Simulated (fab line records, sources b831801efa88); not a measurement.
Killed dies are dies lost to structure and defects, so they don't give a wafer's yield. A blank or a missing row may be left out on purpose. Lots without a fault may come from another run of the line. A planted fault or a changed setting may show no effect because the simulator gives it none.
A struck lot beside a sound one | flow gf180mcu | 15 steps out of a route of 602
Sound: wafers L842.1, L842.2, L842.5. Struck: wafers L833.2, L833.5, L833.6. The cause comes at the end.
At each step with rows: each side's tool, then ch and its chambers, then its first start. Under that, the readings that differ: sound wafers | struck wafers | difference of the means | sigmas: that difference in standard deviations of wafers without a fault.
alike: readings whose means differ by less than 2 such deviations, and words and numbers that are the same on both sides. not compared: withheld readings, readings that some wafer has no value for, bounds like >300 that may hide the same value, and numbers for which the record gives no deviation and whose values overlap.
The two part at a step that has a row with sigmas, a row that says differs or no value, or rows on one side only. Numbers that don't overlap but have no deviation are shown without sigmas and don't part them. A reading that every wafer of one side lacks parts them only if that side has two wafers or more.

GF_HV_LDD_STRIP_22: strips in O2/N2.
  sound on plasma_asher-03 ch 0,1, day 16 10:51; struck on plasma_asher-03 ch 0,1, day 13 13:57
  alike: drypump_motor_current_A, heater_power_w, oes_product_au, strip_time_to_endpoint_s
  not compared: rf_hours_counter_h
GF_HV_LDD_TW_MEAS_23:
  sound on film_metro-04, day 16 10:57; struck on film_metro-01, day 13 14:04
  alike: HV_LDD_2_TW
then, 7 steps without rows for these wafers: GF_HV_LDD_DEHYDRATE_24 (time 60 s); GF_HV_LDD_HMDS_25 (prime time 60 s); GF_HV_LDD_COAT_26 (resist thk 1000 nm); GF_HV_LDD_SOFTBAKE_27 (time 60 s); GF_HV_LDD_EXPOSE_28 (exposes mask Nplus HV AREA, target cd 400 nm); GF_HV_LDD_PEB_29; GF_HV_LDD_DEVELOP_30 (develop time 60 s).
GF_HV_LDD_CD_MEAS_31: target cd 400 nm.
  sound on cd_sem-02, day 17 09:50; struck on cd_sem-01, day 14 09:43
  alike: cd_nm
GF_HV_LDD_OVL_MEAS_32:
  sound on overlay-01, day 17 09:58; struck on overlay-01, day 14 09:49
  alike: HV_LDD_02_OVL
then, 1 step without rows for these wafers: GF_HV_LDD_IMPLANT_33.
GF_HV_LDD_IMPLANT_34:
  sound on implanter-03 ch 0, day 17 10:09; struck on implanter-04 ch 0, day 14 10:01
  reading                   | sound                | struck               | difference | sigmas
  beam_energy_keV           | 60.006 59.995 59.986 | 64.211 64.211 64.180 | +4.205     | +99 or more
  model.implant.rp_nm (nm)  | 63.16 63.16 63.16    | 68.26 68.26 68.26    | +5.10      |
  model.implant.drp_nm (nm) | 28.81 28.81 28.81    | 30.55 30.55 30.55    | +1.74      |
  alike: end_station_pressure_torr
then, 2 steps without rows for these wafers: GF_HV_LDD_IMPLANT_35; GF_PASSIVATION_PROBE_99.

WHERE THEY PART
Only at GF_HV_LDD_IMPLANT_34, within this record.

WHY: what the simulator had put in
Process parameter drift: implanter-04, from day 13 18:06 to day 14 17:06, at GF_HV_LDD_IMPLANT_34. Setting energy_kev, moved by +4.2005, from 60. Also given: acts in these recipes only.
